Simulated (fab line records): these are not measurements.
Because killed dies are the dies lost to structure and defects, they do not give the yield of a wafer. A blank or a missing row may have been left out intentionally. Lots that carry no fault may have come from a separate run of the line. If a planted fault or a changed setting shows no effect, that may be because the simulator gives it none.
Chamber matching || flow sky130 || SKY_VIA4_CMP_21 on cmp-02 has 4 sister chambers
The step polishes, stops on SiO2, t overpolish 25 s, target thk 0 nm. 8 wafers are shown with their chamber, then 12 later ones without.

WAFERS, EACH WITH ITS CHAMBER
{"wafer": "L085.1", "chamber": 1, "motor current A (A)": 10.0, "time to endpoint s (s)": 130}
{"wafer": "L086.2", "chamber": 0, "motor current A (A)": 10.8, "time to endpoint s (s)": 115}
{"wafer": "L086.5", "chamber": 2, "motor current A (A)": 12.2, "time to endpoint s (s)": 119}
{"wafer": "L089.1", "chamber": 0, "motor current A (A)": 10.6, "time to endpoint s (s)": 122}
{"wafer": "L089.2", "chamber": 1, "motor current A (A)": 10.1, "time to endpoint s (s)": 123}
{"wafer": "L091.1", "chamber": 3, "motor current A (A)": 10.8, "time to endpoint s (s)": 122}
{"wafer": "L091.3", "chamber": 2, "motor current A (A)": 12.2, "time to endpoint s (s)": 125}
{"wafer": "L091.6", "chamber": 3, "motor current A (A)": 10.6, "time to endpoint s (s)": 120}

WAFERS WITHOUT THEIR CHAMBER
{"wafer": "L092.2", "motor current A (A)": 12.2, "time to endpoint s (s)": 120}
{"wafer": "L092.4", "motor current A (A)": 11.0, "time to endpoint s (s)": 126}
{"wafer": "L092.6", "motor current A (A)": 9.7, "time to endpoint s (s)": 128}
{"wafer": "L093.2", "motor current A (A)": 11.7, "time to endpoint s (s)": 122}
{"wafer": "L093.4", "motor current A (A)": 10.6, "time to endpoint s (s)": 126}
{"wafer": "L093.6", "motor current A (A)": 12.2, "time to endpoint s (s)": 122}
{"wafer": "L096.2", "motor current A (A)": 9.7, "time to endpoint s (s)": 131}
{"wafer": "L096.4", "motor current A (A)": 10.7, "time to endpoint s (s)": 124}
{"wafer": "L096.6", "motor current A (A)": 10.3, "time to endpoint s (s)": 121}
{"wafer": "L097.2", "motor current A (A)": 10.9, "time to endpoint s (s)": 125}
{"wafer": "L097.3", "motor current A (A)": 12.1, "time to endpoint s (s)": 123}
{"wafer": "L097.5", "motor current A (A)": 9.4, "time to endpoint s (s)": 129}

WHICH CHAMBER EACH ONE RAN IN
{"wafer": "L092.2", "from the rows above": 2, "in truth": 2}
{"wafer": "L092.4", "from the rows above": "can't be placed: 3 or 0", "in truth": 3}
{"wafer": "L092.6", "from the rows above": 1, "in truth": 1}
{"wafer": "L093.2", "from the rows above": 2, "in truth": 2}
{"wafer": "L093.4", "from the rows above": "can't be placed: 3 or 0", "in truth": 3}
{"wafer": "L093.6", "from the rows above": 2, "in truth": 2}
{"wafer": "L096.2", "from the rows above": 1, "in truth": 1}
{"wafer": "L096.4", "from the rows above": "can't be placed: 3 or 0", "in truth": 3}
{"wafer": "L096.6", "from the rows above": "can't be placed: 1 or 3 or 0", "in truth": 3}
{"wafer": "L097.2", "from the rows above": "can't be placed: 3 or 0", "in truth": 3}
{"wafer": "L097.3", "from the rows above": 2, "in truth": 2}
{"wafer": "L097.5", "from the rows above": 1, "in truth": 1}
Correctly placed: 7 of 12. Not placeable from these rows: 5 (in 5, the candidates include the true chamber). 0 placed wrongly.
How it was worked out, from the rows above alone: a wafer's distance from a chamber is the root of the sum, over the readings, of the square of ((its reading less the chamber's mean) divided by the reading's scatter). The wafer belongs to the nearest chamber; if the next one is less than 2 further off, it can't be placed. For every chamber, the mean is computed from those of its wafers that are shown. The scatter: take each reading less its chamber's mean, square it, sum over the shown wafers, divide by the number of wafers less the number of chambers, and take the root.
